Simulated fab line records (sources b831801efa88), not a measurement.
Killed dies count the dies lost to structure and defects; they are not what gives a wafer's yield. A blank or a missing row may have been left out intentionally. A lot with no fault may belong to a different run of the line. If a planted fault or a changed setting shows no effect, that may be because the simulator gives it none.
Code-filled problem report in 8D (eight disciplines) form | flow sfqLine | the parts of the form that need people (team, actions taken, sign-off) are left out

== 1. WHAT IS WRONG ==
runLengthS at SFQ_TRILAYER_M5_BARC_OPEN_METAL_ETCH_161 reads a mean of 78.4 s on 6 wafers of 2 lots; wafers without a fault read 69.7 s with a standard deviation of 0.38. That puts it +23 standard deviations away from the usual mean.
The step: etches BARC in O2, target depth 125 nm, time 41.7 s.
Seen first at day 59 01:50 on rieMetal-01, wafer L562.4. At this step, 42 wafers from 14 lots have a number in the record. Rule for "out" (also "out of limits"): further than 4 standard deviations from the usual mean. The rest of the wafers with a number are treated as sound.

== 2. WHAT IT IS; WHAT IT IS NOT ==
question                    | is                       | is not
which readings at this step | runLengthS, oesProductAu | drypumpMotorCurrentA
which lots                  | L562, L563               | L551, L552, L553, L554, L555, L556, L557, L566, L571, L572, L573, L574
which wafers of those lots  | all that have a number   | -
read on which tools         | rieMetal-01              | rieMetal-03, rieMetal-04
when                        | from day 59 01:50        | up to then (21 sound wafers); but 15 sound wafers of L566, L571, L572, L573, L574 came after

== 3. THE SUSPECTS, EACH WITH WHAT RULES IT OUT ==
Counting: a tool at a process step up to the reading stays a suspect if it ran every lot that is out and no sound lot after the first of them.
- rieMetal-01 at SFQ_TRILAYER_M5_BARC_OPEN_METAL_ETCH_161 (etches BARC in O2, target depth 125 nm, time 41.7 s): ruled out as a lasting fault. After its first lot that is out, L562 (day 59 01:50), sound lots L572 ran on it.
Left after counting: nothing in the record.

== 4. THE CAUSE (what the simulator had put in) ==
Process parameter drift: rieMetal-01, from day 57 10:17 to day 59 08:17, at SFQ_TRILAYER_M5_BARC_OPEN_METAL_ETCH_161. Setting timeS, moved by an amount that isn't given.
Counting ruled it out, wrongly.

== 5. SEQUENCE OF EFFECTS, ordered by route ==
Each row: a reading whose mean over the struck wafers that have a number lies more than 3 standard deviations from the usual. Readings are gone through only where the record gives a usual standard deviation; hours: the median, over the lots, of the time from a lot's start at the first step in this table giving one to that lot's start at this step; sigmas: the change measured in usual standard deviations.
hours | step                                     | reading      | usual      | on struck wafers | change | sigmas
0     | SFQ_TRILAYER_M5_BARC_OPEN_METAL_ETCH_161 | oesProductAu | 0.685 a.u. | 0.631            | -0.054 | -12
0     | SFQ_TRILAYER_M5_BARC_OPEN_METAL_ETCH_161 | runLengthS   | 69.7 s     | 78.4             | +8.7   | +23
Its process steps:
- SFQ_TRILAYER_M5_BARC_OPEN_METAL_ETCH_161: etches BARC in O2, target depth 125 nm, time 41.7 s.

== 6. HOW IT WOULD HAVE BEEN CAUGHT EARLIER ==
In this record the first reading out of limits was taken at day 59 01:50, 40 hours after the fault began at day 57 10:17.
